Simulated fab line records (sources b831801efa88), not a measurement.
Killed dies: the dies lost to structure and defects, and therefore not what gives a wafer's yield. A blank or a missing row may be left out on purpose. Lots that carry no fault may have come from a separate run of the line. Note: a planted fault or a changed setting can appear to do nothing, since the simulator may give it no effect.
Chamber matching || flow gf180mcu || GF_V4_CMP_26 on cmp-02: 4 sister chambers
The step polishes, stops on SiO2, t overpolish 15 s, target thk 0 nm. 8 wafers are shown with their chamber, then 12 later ones without.

WAFERS PAIRED WITH THEIR CHAMBERS
{"wafer": "L089.6", "chamber": 0, "motor_current_A (A)": 10.7, "time_to_endpoint_s (s)": 85}
{"wafer": "L090.3", "chamber": 0, "motor_current_A (A)": 10.2, "time_to_endpoint_s (s)": 83}
{"wafer": "L092.2", "chamber": 1, "motor_current_A (A)": 10.2, "time_to_endpoint_s (s)": 77}
{"wafer": "L092.5", "chamber": 2, "motor_current_A (A)": 9.0, "time_to_endpoint_s (s)": 79}
{"wafer": "L092.6", "chamber": 3, "motor_current_A (A)": 11.8, "time_to_endpoint_s (s)": 81}
{"wafer": "L093.1", "chamber": 1, "motor_current_A (A)": 10.1, "time_to_endpoint_s (s)": 76}
{"wafer": "L093.5", "chamber": 3, "motor_current_A (A)": 11.4, "time_to_endpoint_s (s)": 83}
{"wafer": "L093.6", "chamber": 2, "motor_current_A (A)": 8.3, "time_to_endpoint_s (s)": 81}

WAFERS WITH NO CHAMBER GIVEN
{"wafer": "L094.2", "motor_current_A (A)": 9.8, "time_to_endpoint_s (s)": 82}
{"wafer": "L094.3", "motor_current_A (A)": 10.1, "time_to_endpoint_s (s)": 88}
{"wafer": "L094.5", "motor_current_A (A)": 9.2, "time_to_endpoint_s (s)": 82}
{"wafer": "L095.1", "motor_current_A (A)": 11.2, "time_to_endpoint_s (s)": 83}
{"wafer": "L095.2", "motor_current_A (A)": 10.6, "time_to_endpoint_s (s)": 83}
{"wafer": "L095.6", "motor_current_A (A)": 11.7, "time_to_endpoint_s (s)": 87}
{"wafer": "L096.3", "motor_current_A (A)": 11.9, "time_to_endpoint_s (s)": 85}
{"wafer": "L096.4", "motor_current_A (A)": 10.0, "time_to_endpoint_s (s)": 88}
{"wafer": "L096.5", "motor_current_A (A)": 11.4, "time_to_endpoint_s (s)": 86}
{"wafer": "L097.2", "motor_current_A (A)": 10.1, "time_to_endpoint_s (s)": 86}
{"wafer": "L097.4", "motor_current_A (A)": 11.7, "time_to_endpoint_s (s)": 79}
{"wafer": "L097.6", "motor_current_A (A)": 9.8, "time_to_endpoint_s (s)": 82}

EACH ONE'S CHAMBER
{"wafer": "L094.2", "from the rows above": "can't be placed: 0 or 2 or 1", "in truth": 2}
{"wafer": "L094.3", "from the rows above": 0, "in truth": 0}
{"wafer": "L094.5", "from the rows above": "can't be placed: 2 or 0", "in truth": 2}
{"wafer": "L095.1", "from the rows above": "can't be placed: 3 or 0", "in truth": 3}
{"wafer": "L095.2", "from the rows above": 0, "in truth": 0}
{"wafer": "L095.6", "from the rows above": "can't be placed: 3 or 0", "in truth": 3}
{"wafer": "L096.3", "from the rows above": "can't be placed: 3 or 0", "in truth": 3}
{"wafer": "L096.4", "from the rows above": 0, "in truth": 0}
{"wafer": "L096.5", "from the rows above": "can't be placed: 3 or 0", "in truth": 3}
{"wafer": "L097.2", "from the rows above": 0, "in truth": 0}
{"wafer": "L097.4", "from the rows above": 3, "in truth": 3}
{"wafer": "L097.6", "from the rows above": "can't be placed: 0 or 2 or 1", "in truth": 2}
5 of 12 placed correctly. Unplaceable from these rows: 7, with the true chamber sitting among the candidates in 7. 0 placed wrongly.
How it was worked out, from the rows above alone: a wafer's distance from a chamber is the root of the sum, over the readings, of the square of ((its reading less the chamber's mean) divided by the reading's scatter). If the next closest chamber is less than 2 further off than the closest, the wafer can't be placed; otherwise it belongs to the closest. For every chamber, the mean is computed from those of its wafers that are shown. How the scatter is found: for the shown wafers, subtract from each reading the mean of its chamber, square and add these, divide the total by (wafers less chambers), then take the root.
